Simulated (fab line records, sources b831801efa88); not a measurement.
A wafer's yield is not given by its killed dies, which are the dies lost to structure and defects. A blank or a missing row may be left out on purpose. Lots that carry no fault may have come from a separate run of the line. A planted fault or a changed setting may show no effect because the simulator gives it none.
fab line records	flow sky130
record: lots: 10	wafers: 30	last-day: 50
route steps=708 shown METAL2@499 VIA2@521 METAL3@535 PAD_OPEN@708
lots with no fault: from the same line, run without faults
start-h: the number of hours between the record's first day and the start of the first shown wafer of the lot	wait-h: hours since the lot's step before	" same as the row above	L1.1+2: one row covering several wafers at once	- no value present, or no start provided	* or withheld: withheld	< > ~ a bound
route shown NAME@n: a module of which the file shows steps, and the number in the route of the first	usual: the fault-free wafers' mean and standard deviation	same: alike in all rows	chamber/n: place in a boat	sites: readings site by site	_std_site: the values' standard deviation	_edge_site: inner sites' mean taken away from outer sites' mean	radius-mm: how far each site lies from the wafer's centre	mask NAME#n: copy n	behind: the tool/chamber that last shaped the wafer	hold: the reason the lot was held/the length of the hold in hours/how it ended	device: the n, p or np transistor that did not switch	end of line: tests run on the same wafers once the route is complete	a step with no rows: only its recipe	killed: at the first sort, the dies lost to defects and structure; wafer yield is something else	map: dies across one wafer; x = killed, . = not, _ = none there
set.NAME: the setting as run; set.NAME@STEP: as run at that earlier step	model.NAME: the simulator's own value behind a step, which no gauge read
route steps across a sampled set of lots; one table per step, one row per wafer
services: the hour from which a tool's chamber was out of use, counted from the record's first day as start-h (under 0 if before that day), plus the number of hours and why
== steps ==
step: SKY_METAL2_OVL_MEAS_16
usual: METAL2_OVL: 3/5.6
lot.wafer	tool	chamber	start-h	wait-h	METAL2_OVL[nm]
L640.2	overlay-01	-	826.08	0.1	-5
L640.4	"	-	"	"	-5
L640.5	"	-	"	"	-1
L641.2	overlay-02	-	840.02	0.1	4
L641.4	"	-	"	"	5
L641.6	"	-	"	"	6
L642.1	overlay-02	-	878.34	0.1	12
L642.5	"	-	"	"	3
L642.6	"	-	"	"	-3
L650.3	overlay-01	-	913.68	0.1	-6
L650.4	"	-	"	"	1
L650.5	"	-	"	"	-4
L651.1	overlay-01	-	920.51	0.1	-4
L651.4	"	-	"	"	13
L651.6	"	-	"	"	4
L652.1	overlay-02	-	924.38	0.1	2
L652.2	"	-	"	"	8
L652.3	"	-	"	"	-4
L654.2	overlay-02	-	938.58	0.1	3
L654.3	"	-	"	"	8
L654.5	"	-	"	"	7
L656.4	overlay-02	-	953.04	0.1	-3
L656.5	"	-	"	"	3
L656.6	"	-	"	"	0
L657.3	overlay-02	-	967.44	0.1	7
L657.5	"	-	"	"	2
L657.6	"	-	"	"	9
L661.3	overlay-02	-	986.02	0.1	-4
L661.5	"	-	"	"	-6
L661.6	"	-	"	"	4
step: SKY_VIA2_ETCH_14
recipe: chemistry: N2/H2	target: BARC	ion-energy-ev: 200	source-w: 500	bias-w: 100	pressure-mtorr: 30	n2-flow-sccm: 100	h2-flow-sccm: 200	stop-on: SiO2	time-s: 45.9	target-depth-a: 600
usual: bias-w: 100.0/0.33	chamber-pressure-mTorr: 30.001/0.025	drypump-motor-current-A: 5.6/0.42	n2-flow-sccm: 99.96/0.28	oes-product-au: 0.855/0.0045	throttle-valve-pct: 13.225/0.0088
lot.wafer	tool	chamber	start-h	wait-h	bias-w	chamber-pressure-mTorr	drypump-motor-current-A	n2-flow-sccm	oes-product-au	rf-hours-counter-h	throttle-valve-pct
L640.2	rie-diel-02	0	854.31	0.0	99.8	30.013	5.7	99.96	0.855	4	13.219
L640.4	"	3	"	"	99.8	29.979	6.1	100.20	0.848	16	13.222
L640.5	"	1	"	"	99.8	29.992	6.5	99.69	0.853	-	13.222
L641.2	rie-diel-01	0	867.96	0.0	99.5	29.983	5.7	99.80	0.859	14	13.225
L641.4	"	3	"	"	99.9	30.016	5.5	99.97	0.853	12	13.216
L641.6	"	2	"	"	99.4	29.969	5.6	100.24	0.857	-	13.223
L642.1	rie-diel-04	0	905.05	0.0	99.7	30.036	5.5	100.32	0.853	10	13.210
L642.5	"	3	"	"	99.6	29.987	5.2	100.08	0.857	-	13.243
L642.6	"	0	"	"	100.2	30.006	5.6	100.00	0.862	-	13.216
L650.3	rie-diel-02	0	939.78	0.0	100.1	29.984	5.7	100.05	0.856	7	13.215
L650.4	"	2	"	"	100.3	30.011	5.9	99.88	0.851	19	13.217
L650.5	"	3	"	"	100.1	30.064	6.1	99.57	0.857	-	13.227
L651.1	rie-diel-04	1	946.20	0.0	100.2	30.008	5.1	99.71	0.856	20	13.237
L651.4	"	2	"	"	99.7	30.001	6.1	99.69	0.859	5	13.218
L651.6	"	0	"	"	100.2	30.035	5.6	100.30	0.865	-	13.217
L652.1	rie-diel-01	3	949.33	0.0	100.3	29.990	5.6	99.56	0.847	14	13.223
L652.2	"	2	"	"	100.1	30.023	5.6	100.42	0.854	19	13.230
L652.3	"	1	"	"	99.7	30.019	4.9	99.53	0.854	20	13.224
L654.2	rie-diel-02	2	963.78	0.0	99.9	30.020	5.9	100.12	0.855	20	13.221
L654.3	"	0	"	"	100.2	30.015	5.7	99.92	0.854	7	13.217
L654.5	"	3	"	"	100.4	30.023	6.2	99.89	0.858	-	13.210
L656.4	rie-diel-02	2	978.18	0.0	99.9	30.004	6.0	99.97	0.854	21	13.228
L656.5	"	2	"	"	99.6	30.044	6.0	100.02	0.854	-	13.222
L656.6	"	1	"	"	100.2	29.975	6.5	100.37	0.854	-	13.226
L657.3	rie-diel-04	1	992.26	0.0	99.9	29.992	5.2	100.08	0.858	21	13.204
L657.5	"	0	"	"	99.7	30.025	5.6	99.95	0.860	-	13.224
L657.6	"	3	"	"	99.8	30.006	5.2	100.08	0.857	-	13.221
L661.3	rie-diel-02	3	1010.51	0.0	100.2	30.052	6.1	100.31	0.857	21	13.220
L661.5	"	3	"	"	100.0	29.993	6.1	99.82	0.854	-	13.211
L661.6	"	0	"	"	100.0	29.975	5.7	99.67	0.858	-	13.222
step: SKY_VIA2_ETCH_15
recipe: target: SiO2	chemistry: C4F8/O2/Ar	target-depth-nm: 546	stop-on: TiN	mask-material: KrF-thick	source-w: 1500	bias-w: 1200	pressure-mtorr: 40	c4f8-flow-sccm: withheld	O2_flow_sccm: 6	Ar_flow_sccm: 300	time-s: 84
usual: bias-w: 1200/3.2	chamber-pressure-mTorr: 40.00/0.039	oes-product-au: 0.940/0.0054
lot.wafer	tool	chamber	start-h	wait-h	bias-w	chamber-pressure-mTorr	oes-product-au
L640.2	rie-diel-02	0	854.35	0.0	1205	40.00	0.940
L640.4	"	3	"	"	1199	40.07	0.933
L640.5	"	1	"	"	1197	39.96	0.931
L641.2	rie-diel-01	0	868.00	0.0	1199	40.08	0.941
L641.4	"	3	"	"	1203	39.97	0.940
L641.6	"	2	"	"	1200	39.99	0.952
L642.1	rie-diel-04	0	905.10	0.0	1202	40.02	0.936
L642.5	"	3	"	"	1199	39.96	0.944
L642.6	"	0	"	"	1199	39.99	0.936
L650.3	rie-diel-02	0	939.83	0.0	-	-	-
L650.4	"	2	"	"	-	-	-
L650.5	"	3	"	"	-	-	-
L651.1	rie-diel-04	1	946.25	0.0	-	-	-
L651.4	"	2	"	"	-	-	-
L651.6	"	0	"	"	-	-	-
L652.1	rie-diel-01	3	949.38	0.0	1203	39.98	0.928
L652.2	"	2	"	"	1193	39.97	0.935
L652.3	"	1	"	"	1206	39.99	0.944
L654.2	rie-diel-02	2	963.83	0.0	1196	40.02	0.935
L654.3	"	0	"	"	1199	39.99	0.941
L654.5	"	3	"	"	1197	40.00	0.940
L656.4	rie-diel-02	2	978.23	0.0	1197	39.98	0.946
L656.5	"	2	"	"	1197	39.92	0.939
L656.6	"	1	"	"	1197	40.09	0.933
L657.3	rie-diel-04	1	992.30	0.0	1200	40.00	0.936
L657.5	"	0	"	"	1194	40.02	0.942
L657.6	"	3	"	"	1204	39.98	0.941
L661.3	rie-diel-02	3	1010.56	0.0	1196	39.97	0.957
L661.5	"	3	"	"	1195	39.98	0.954
L661.6	"	0	"	"	1197	40.05	0.944
step: SKY_VIA2_STRIP_16
recipe: chemistry: O2/N2	power-w: 1400	pressure-mtorr: 1500	platen-temp-c: withheld	o2-flow-sccm: 3000	n2-flow-sccm: 300	overash-fraction: 0.5
usual: drypump-motor-current-A: 6.0/0.33	n2-flow-sccm: 300.2/0.99	oes-product-au: 0.399/0.0046	strip-time-to-endpoint-s: 4.048/0.03
lot.wafer	tool	chamber	start-h	wait-h	drypump-motor-current-A	n2-flow-sccm	oes-product-au	rf-hours-counter-h	strip-time-to-endpoint-s
L640.2	plasma-asher-01	0	854.42	0.0	6.2	297.5	0.407	105	4.072
L640.4	"	1	"	"	6.3	299.5	0.404	-	4.074
L640.5	"	0	"	"	6.2	301.1	0.401	-	4.049
L641.2	plasma-asher-01	1	868.07	0.0	6.4	300.1	0.390	107	4.022
L641.4	"	0	"	"	6.1	299.7	0.409	-	4.043
L641.6	"	0	"	"	6.2	298.7	0.397	-	4.026
L642.1	plasma-asher-01	0	905.16	0.0	6.2	299.1	0.405	111	3.995
L642.5	"	1	"	"	6.4	299.4	0.404	-	4.106
L642.6	"	0	"	"	6.2	299.6	0.404	-	4.017
L650.3	plasma-asher-01	0	939.92	0.1	6.2	299.3	0.438	-	5.166
L650.4	"	1	"	"	6.3	298.4	0.451	-	5.184
L650.5	"	1	"	"	6.3	299.6	0.437	-	5.180
L651.1	plasma-asher-04	0	946.31	0.0	5.4	302.6	0.447	21	5.215
L651.4	"	1	"	"	5.6	301.3	0.444	-	5.220
L651.6	"	1	"	"	5.6	299.5	0.448	-	5.213
L652.1	plasma-asher-01	0	949.44	0.0	6.1	301.0	0.399	115	4.078
L652.2	"	1	"	"	6.3	298.8	0.396	115	4.010
L652.3	"	1	"	"	6.3	299.5	0.402	-	4.019
L654.2	plasma-asher-01	0	963.89	0.0	6.2	300.3	0.390	116	4.043
L654.3	"	1	"	"	6.3	300.9	0.392	-	4.039
L654.5	"	0	"	"	6.2	299.7	0.394	-	4.021
L656.4	plasma-asher-03	1	978.32	0.1	5.7	300.5	0.392	-	4.001
L656.5	"	1	"	"	5.7	299.3	0.396	-	4.012
L656.6	"	0	"	"	6.0	299.6	0.395	-	3.990
L657.3	plasma-asher-01	1	992.39	0.1	6.4	300.0	0.404	-	4.056
L657.5	"	0	"	"	6.2	299.5	0.395	-	3.983
L657.6	"	1	"	"	6.4	299.3	0.403	-	4.079
L661.3	plasma-asher-03	1	1010.65	0.1	5.7	300.8	0.397	-	4.065
L661.5	"	1	"	"	5.7	300.9	0.402	-	4.082
L661.6	"	0	"	"	6.0	299.6	0.397	-	4.039
step: SKY_METAL3_SPUTTER_03
recipe: material: Ti	target-thk-nm: 5	power-w: 3000	time-s: 3.3	chamber-pressure-pa: 0.4
usual: throttle-valve-pct: 29.4/1
lot.wafer	tool	chamber	start-h	wait-h	throttle-valve-pct
L640.2	pvd-sputter-02	-	855.78	0.0	29.5
L640.4	"	-	"	"	29.1
L640.5	"	-	"	"	30.7
L641.2	pvd-sputter-02	-	869.42	0.0	30.1
L641.4	"	-	"	"	29.5
L641.6	"	-	"	"	30.3
L642.1	pvd-sputter-03	-	906.51	0.0	28.9
L642.5	"	-	"	"	30.7
L642.6	"	-	"	"	27.8
L652.1	pvd-sputter-02	-	950.79	0.0	30.4
L652.2	"	-	"	"	30.4
L652.3	"	-	"	"	29.4
L654.2	pvd-sputter-01	-	965.25	0.0	29.9
L654.3	"	-	"	"	30.0
L654.5	"	-	"	"	29.9
L656.4	pvd-sputter-01	-	979.64	0.0	30.3
L656.5	"	-	"	"	27.8
L656.6	"	-	"	"	30.0
L657.3	pvd-sputter-02	-	993.72	0.0	30.6
L657.5	"	-	"	"	29.6
L657.6	"	-	"	"	30.6
L661.3	pvd-sputter-03	-	1011.97	0.0	30.6
L661.5	"	-	"	"	30.7
L661.6	"	-	"	"	27.7
step: SKY_PAD_OPEN_PROBE_99
usual: defect-limited-yield: 82.9/2	killed_at_M0_to_M3: 42/7.4	killed_at_M4_up: 3.3/2.1	killed-at-contacts: 24/5.3	killed-at-front-end: 15/4.5	killed-at-other: 0.3/0.57	killed-dies: 84/10	killed-on-rim: 17/3.8	killed-open: 46/7.5	killed-short: 38/6.4	sort_bin_3_pad_short: 0.9/0.44	sort_bin_5_function: 10.2/1.5	sort_bin_6_memory: 6.0/1.1	sort-n-pass: 408/10	sort-yield-pct: 82.9/2
same: gross-dies: 492	killed-at-back-side: 0	sort_bin_4_leakage[%]: 0	sort_bin_8_speed[%]: 0
lot.wafer	tool	chamber	start-h	wait-h	defect-limited-yield[%]	killed_at_M0_to_M3	killed_at_M4_up	killed-at-contacts	killed-at-front-end	killed-at-other	killed-dies	killed-on-rim	killed-open	killed-short	sort_bin_3_pad_short[%]	sort_bin_5_function[%]	sort_bin_6_memory[%]	sort-n-pass	sort-yield-pct[%]
L650.3	prober-02	-	1147.51	0.2	0	447	3	27	15	0	492	96	54	42	1.0	91.7	7.3	0	0
L650.4	prober-02	-	1147.56	0.2	0	450	0	24	18	0	492	96	48	46	1.8	91.9	6.3	0	0
L650.5	prober-02	-	1147.61	0.2	0	453	1	27	11	0	492	96	60	46	0.2	92.5	7.3	0	0
L651.1	prober-02	-	1153.16	0.1	0	464	3	20	5	0	492	96	38	42	1.2	94.7	4.1	0	0
L651.4	prober-02	-	1153.31	0.2	0	448	8	16	20	0	492	96	49	37	1.2	92.9	5.9	0	0
L651.6	prober-02	-	1153.41	0.2	0	453	2	29	8	0	492	96	50	29	0.4	94.3	5.3	0	0
L654.2	prober-01	-	1164.67	0.1	83.9	39	4	25	11	0	79	16	43	36	0.8	10.0	5.3	413	83.9
L654.3	prober-01	-	1164.72	0.2	83.1	29	5	30	17	2	83	17	44	37	1.2	8.9	6.7	409	83.1
L654.5	prober-01	-	1164.82	0.2	80.5	39	0	32	25	0	96	19	51	44	1.4	12.4	5.7	396	80.5
L656.4	prober-01	-	1174.71	0.2	82.1	47	4	27	9	1	88	19	55	32	0.4	11.0	6.5	404	82.1
L656.5	prober-01	-	1174.76	0.2	85.6	37	2	16	13	3	71	20	34	35	0.2	8.1	6.1	421	85.6
L656.6	prober-01	-	1174.81	0.2	82.7	44	1	24	15	1	85	18	45	39	1.0	11.0	5.3	407	82.7
killed by level:class
L650.3 VIA2:area-etch=396 CONTACT:geometric-particle:open=10 VIA1:geometric-particle:open=9 VIA3:geometric-particle:open=7 METAL1:geometric-particle:short=7 LI_CONTACT:geometric-particle:open=6 VIA2:geometric-particle:open=6 METAL2:geometric-particle:short=6
L650.4 VIA2:area-etch=398 VIA1:geometric-particle:open=12 METAL1:geometric-particle:short=10 FIELD_ISO:geometric-particle:open=8 VIA2:geometric-particle:open=8 LI_CONTACT:geometric-particle:short=7 VIA3:geometric-particle:open=4 LI_CONTACT:geometric-particle:open=4
L650.5 VIA2:area-etch=386 VIA1:geometric-particle:open=17 METAL1:geometric-particle:short=11 LI_CONTACT:geometric-particle:open=10 VIA2:geometric-particle:open=8 CONTACT:geometric-particle:open=7 VIA1:geometric-particle:short=6 LOCAL_INTERCONNECT:geometric-particle:short=6
L651.1 VIA2:area-etch=412 VIA1:geometric-particle:open=10 VIA3:geometric-particle:open=9 VIA1:geometric-particle:short=8 METAL1:geometric-particle:short=7 LI_CONTACT:geometric-particle:open=6 METAL2:geometric-particle:short=5 LI_CONTACT:geometric-particle:short=4
L651.4 VIA2:area-etch=406 VIA1:geometric-particle:open=11 VIA2:geometric-particle:open=7 POLY_GATE:geometric-particle:open=6 METAL4:geometric-particle:short=6 FIELD_ISO:geometric-particle:open=5 METAL1:geometric-particle:short=5 VIA3:geometric-particle:open=5
L651.6 VIA2:area-etch=413 CONTACT:geometric-particle:open=12 VIA1:geometric-particle:open=11 VIA2:geometric-particle:open=8 VIA3:geometric-particle:open=6 LOCAL_INTERCONNECT:geometric-particle:short=5 LI_CONTACT:geometric-particle:open=5 CONTACT:geometric-particle:short=5
L654.2 LI_CONTACT:geometric-particle:open=10 VIA1:geometric-particle:open=7 CONTACT:geometric-particle:open=6 VIA2:geometric-particle:open=6 METAL1:geometric-particle:short=5 FIELD_ISO:geometric-particle:short=4 METAL2:geometric-particle:short=4 METAL4:geometric-particle:short=4
L654.3 LI_CONTACT:geometric-particle:open=12 CONTACT:geometric-particle:open=10 VIA1:geometric-particle:open=9 FIELD_ISO:geometric-particle:short=8 CONTACT:geometric-particle:short=5 METAL3:geometric-particle:short=4 METAL4:geometric-particle:short=4 POLY_GATE:geometric-particle:open=3
L654.5 CONTACT:geometric-particle:open=10 LI_CONTACT:geometric-particle:open=9 FIELD_ISO:geometric-particle:short=8 VIA3:geometric-particle:open=8 VIA1:geometric-particle:short=8 VIA2:geometric-particle:open=8 CONTACT:geometric-particle:short=7 FIELD_ISO:geometric-particle:open=4
L656.4 VIA1:geometric-particle:open=12 LI_CONTACT:geometric-particle:open=11 CONTACT:geometric-particle:open=10 VIA1:geometric-particle:short=10 VIA3:geometric-particle:open=9 CONTACT:geometric-particle:short=4 METAL1:geometric-particle:short=4 VIA2:geometric-particle:short=3
L656.5 CONTACT:geometric-particle:open=9 VIA1:geometric-particle:open=6 VIA1:geometric-particle:short=5 CONTACT:geometric-particle:short=5 VIA2:geometric-particle:open=5 METAL1:geometric-particle:short=4 METAL3:geometric-particle:short=4 FIELD_ISO:geometric-particle:short=3
L656.6 VIA1:geometric-particle:open=8 VIA3:geometric-particle:open=8 POLY_GATE:geometric-particle:short=7 METAL2:geometric-particle:short=7 VIA2:geometric-particle:open=7 CONTACT:geometric-particle:short=6 CONTACT:geometric-particle:open=6 LI_CONTACT:geometric-particle:open=4
== services ==
tool	chamber	start-h	hours	kind
rie-diel-02	2	832.73	5.6	repair
rie-diel-02	0	843.86	6.9	repair
pvd-sputter-01	-	857.15	2.5	repair
rie-diel-02	3	857.60	2.5	repair
pvd-sputter-01	-	868.29	0.9	repair
rie-diel-01	3	868.54	1.3	repair
rie-diel-04	2	873.18	4.5	repair
rie-diel-04	2	885.43	29.3	repair
rie-diel-04	-	889.46	0.2	repair
pvd-sputter-03	-	891.56	6.3	repair
rie-diel-01	-	901.37	0.5	repair
rie-diel-01	0	901.42	11.7	repair
pvd-sputter-02	-	938.69	2.4	repair
rie-diel-01	0	945.56	3.9	repair
pvd-sputter-01	-	945.79	17.2	repair
pvd-sputter-02	-	946.04	2.1	repair
rie-diel-02	-	951.05	2.8	pm
plasma-asher-01	-	957.25	1.2	repair
rie-diel-02	1	959.72	6.5	repair
pvd-sputter-03	-	965.62	10.3	repair
rie-diel-02	3	967.04	4.9	repair
plasma-asher-01	-	968.18	7.1	repair
rie-diel-04	-	973.22	15.6	pm
pvd-sputter-03	-	974.49	2.7	repair
== key ==
first-sign: step: SKY_VIA2_ETCH_15	reading: tool-record	direction: missing
effect: step: SKY_VIA2_STRIP_16	reading: strip-time-to-endpoint-s	direction: up	sigmas: 39	usual: *	struck: *
effect: step: SKY_PAD_OPEN_PROBE_99	reading: sort_bin_5_function	direction: up	sigmas: 56	usual: 10.2	struck: 93.0
more-kills-born-at: SKY_VIA2_ETCH_15@rie-diel-04: 1231	SKY_VIA2_ETCH_15@rie-diel-02: 1180
met-at SKY_VIA2_ETCH_15
struck-lots L650,L651
later-rows-left-out L650.3,L650.4,L650.5,L651.1,L651.4,L651.6
not-acting-at SKY_METAL2_OVL_MEAS_16,SKY_VIA2_ETCH_14,SKY_METAL3_SPUTTER_03
onset-between 905.10 939.83
fault: kind: skipped-step-whole	tool: rie-diel-02,rie-diel-04	chamber: -	onset-h: 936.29	steps: SKY_VIA2_ETCH_15	scope: struck-lots-only
later-rows-left-out: the simulator's readings of these wafers behind a module that went badly wrong aren't trusted and aren't shown, but for the sort
